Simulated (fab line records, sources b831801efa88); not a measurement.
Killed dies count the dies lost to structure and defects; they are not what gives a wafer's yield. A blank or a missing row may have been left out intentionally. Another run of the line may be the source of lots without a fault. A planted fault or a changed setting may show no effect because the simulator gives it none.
The tool behind it: which one? | flow gf180mcu | 14 lots, 42 wafers sampled, at 2 steps of a route of 602

## WHAT THE GAUGES SHOWED, per wafer
GF_NWELL_OVL_MEAS_07. Usual: for NWELL_OVL the level is -0.2 nm and the standard deviation is 1.4.
lot  | measured    | on         | NWELL_OVL (nm) | flag
L508 | day 3 06:36 | overlay-02 | 0.5 -0.3 1.2   |
L509 | day 3 13:45 | overlay-02 | 0.0 -0.6 0.6   |
L512 | day 4 05:09 | overlay-02 | -1.2 -1.4 -0.7 |
L513 | day 4 08:59 | overlay-02 | 1.0 1.4 0.1    |
L514 | day 4 16:12 | overlay-02 | 0.1 0.6 0.8    |
L516 | day 5 01:35 | overlay-02 | 1.0 1.5 1.6    |
L517 | day 5 07:37 | overlay-01 | -2.0 -0.6 -1.8 |
L518 | day 5 14:22 | overlay-01 | -2.9 -1.1 -2.5 |
L519 | day 5 18:23 | overlay-02 | -1.0 0.7 2.3   |
L520 | day 6 01:59 | overlay-01 | -1.4 -1.4 0.4  |
L521 | day 6 07:15 | overlay-02 | 3.0 3.0 2.2    |
L522 | day 6 14:18 | overlay-01 | 1.6 1.8 0.2    |
L523 | day 6 19:04 | overlay-02 | 1.8 1.0 1.0    |
L530 | day 8 07:51 | overlay-01 | -0.7 1.9 1.3   |

## WHICH TOOL RAN EACH LOT (tool, then ch and the chambers of the sampled wafers, then the start)
lot  | GF_STI_CMP_25
L508 | cmp-02 ch 0,1,2, day 2 03:31
L509 | cmp-02 ch 2,3, day 2 10:04
L512 | cmp-02 ch 1,3, day 3 00:32
L513 | cmp-01 ch 0,1, day 3 04:40
L514 | cmp-01 ch 0,2,3, day 3 10:58
L516 | cmp-02 ch 2,3, day 3 20:09
L517 | cmp-01 ch 0,1,3, day 4 02:03
L518 | cmp-02 ch 0,3, day 4 08:16
L519 | cmp-01 ch 0,1,3, day 4 12:49
L520 | cmp-01 ch 2,3, day 4 17:59
L521 | cmp-01 ch 1,2,3, day 4 23:44
L522 | cmp-02 ch 0,2, day 5 04:54
L523 | cmp-02 ch 2,3, day 5 10:29
L530 | cmp-01 ch 1,2,3, day 6 21:07
- GF_STI_CMP_25: polishes, stops on Si3N4, t overpolish 33 s, target thk 524.6 nm.

## WHAT THE TOOLS THEMSELVES READ (means of the sampled wafers that have a number; where no wafer has one, the mark that the record gives instead)
GF_STI_CMP_25. Usual: motor current A 12.2 A, standard deviation 1.8; overpolish run s 33.000 s, standard deviation 0.0084; time to endpoint s 125 s, standard deviation 5.4.
lot  | tool   | motor current A (A) | overpolish run s (s) | time to endpoint s (s) | flag
L508 | cmp-02 | 12.0                | 33.006               | 132                    |
L509 | cmp-02 | 12.8                | 32.993               | 123                    |
L512 | cmp-02 | 12.6                | 32.995               | 126                    |
L513 | cmp-01 | 11.4                | 33.005               | 128                    |
L514 | cmp-01 | 12.5                | 33.002               | 121                    |
L516 | cmp-02 | 12.4                | 32.999               | 123                    |
L517 | cmp-01 | 13.0                | 32.998               | 128                    |
L518 | cmp-02 | 10.9                | 32.997               | 126                    |
L519 | cmp-01 | 12.7                | 33.008               | 126                    |
L520 | cmp-01 | 14.1                | 32.993               | 121                    |
L521 | cmp-01 | 12.2                | 32.996               | 126                    |
L522 | cmp-02 | 11.9                | 33.003               | 127                    |
L523 | cmp-02 | 12.5                | 32.998               | 135                    |
L530 | cmp-01 | 12.6                | 33.000               | 120                    |

## THE ANSWER, worked out from the rows above alone
Rule: a lot is off if the mean of its wafers that have a number lies more than 3 standard deviations from the usual mean. Also off: a lot with no number at a reading for which 4 or more lots have one. Any other lot the step has rows for is counted as sound. After the gauges, taken in route order, come the tools' own readings; for these a lot's mean is taken, as printed above. The first step at which some lot is off is used, and at that step the reading that is off furthest; a lot without a number counts as furthest.
Nothing can be told from this: no lot is off at any reading shown.

## WHAT HAD BEEN PUT IN BY THE SIMULATOR
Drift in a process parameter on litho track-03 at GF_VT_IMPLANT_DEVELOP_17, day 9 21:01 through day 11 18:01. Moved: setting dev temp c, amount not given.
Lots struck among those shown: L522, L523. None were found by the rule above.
